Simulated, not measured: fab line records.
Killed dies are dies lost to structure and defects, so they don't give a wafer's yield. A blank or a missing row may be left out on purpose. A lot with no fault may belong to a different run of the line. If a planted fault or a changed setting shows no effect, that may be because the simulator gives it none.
Which tool did it? | flow gf180mcu | 33 wafers from 11 lots sampled at 3 of the route's 602 steps

== WHAT EACH GAUGE READ, for each wafer ==
GF_HV_LDD_TW_MEAS_38.
lot  | measured     | on            | HV_LDD_3_TW
L413 | day 11 19:02 | film-metro-04 | 1443 1449 1456
L414 | day 11 23:16 | film-metro-03 | 1425 1414 1425
L415 | day 12 03:22 | film-metro-03 | 1535 1533 1534
L416 | day 12 11:27 | film-metro-01 | 1530 1537 1532
L417 | day 12 20:22 | film-metro-04 | 1459 1449 1441
L426 | day 15 20:11 | film-metro-04 | 1435 1447 1446
L429 | day 16 14:38 | film-metro-03 | 1429 1423 1425
L430 | day 17 01:19 | film-metro-04 | 1444 1443 1452
L432 | day 17 19:59 | film-metro-01 | 1433 1430 1433
L433 | day 18 04:21 | film-metro-01 | 1423 1433 1430
L434 | day 18 13:05 | film-metro-04 | 1435 1446 1434

== TOOL THAT RAN EACH LOT (tool first, then ch and the chambers of the sampled wafers, then the start) ==
lot  | GF_MVPSD_STRIP_10                    | GF_HV_LDD_IMPLANT_35
L413 | plasma-asher-02 ch 0, day 5 03:22    | implanter-01 ch 0, day 11 18:40
L414 | plasma-asher-01 ch 0,1, day 5 11:06  | implanter-03 ch 0, day 11 22:53
L415 | plasma-asher-02 ch 0,1, day 5 14:43  | implanter-01 ch 0, day 12 02:40
L416 | plasma-asher-02 ch 1, day 5 19:58    | implanter-03 ch 0, day 12 10:44
L417 | plasma-asher-04 ch 0,1, day 6 02:52  | implanter-03 ch 0, day 12 19:58
L426 | plasma-asher-02 ch 0,1, day 8 07:46  | implanter-02 ch 0, day 15 19:47
L429 | plasma-asher-01 ch 0,1, day 8 22:04  | implanter-03 ch 0, day 16 14:14
L430 | plasma-asher-02 ch 0,1, day 9 08:00  | implanter-03 ch 0, day 17 00:55
L432 | plasma-asher-01 ch 1, day 9 17:54    | implanter-02 ch 0, day 17 19:35
L433 | plasma-asher-04 ch 0,1, day 10 00:15 | implanter-03 ch 0, day 18 03:59
L434 | plasma-asher-04 ch 0,1, day 10 07:16 | implanter-01 ch 0, day 18 12:41
- GF_MVPSD_STRIP_10: strips in O2/N2.
- GF_HV_LDD_IMPLANT_35

== THE ANSWER, worked out from the rows above alone ==
Rule: what is usual is taken from the lots themselves. The widest of any qualifying gaps counts: lots, ordered by their means at a reading, are off when they make up no more than a third of the lots, leave a main group of 4 or more, and stand apart from it by 3 or more times the standard deviation of that group's means. A main group whose means are all the same, to the digits that the tables above print for the reading, isn't used. A lot without any number at a reading at which 4 lots or more have one is off too. Any other lot the step has rows for is counted as sound.
Off: at GF_HV_LDD_TW_MEAS_38 (HV_LDD_3_TW), L415, L416. Main group: mean 1437, sd 10.
A tool fits if, at a process step before that reading, it ran every lot that is off, and no sound lot after the first of them. The gauges at GF_HV_LDD_TW_MEAS_38 are tried like those tools. Of those tried, none fits.

== WHAT THE SIMULATOR HAD INSERTED ==
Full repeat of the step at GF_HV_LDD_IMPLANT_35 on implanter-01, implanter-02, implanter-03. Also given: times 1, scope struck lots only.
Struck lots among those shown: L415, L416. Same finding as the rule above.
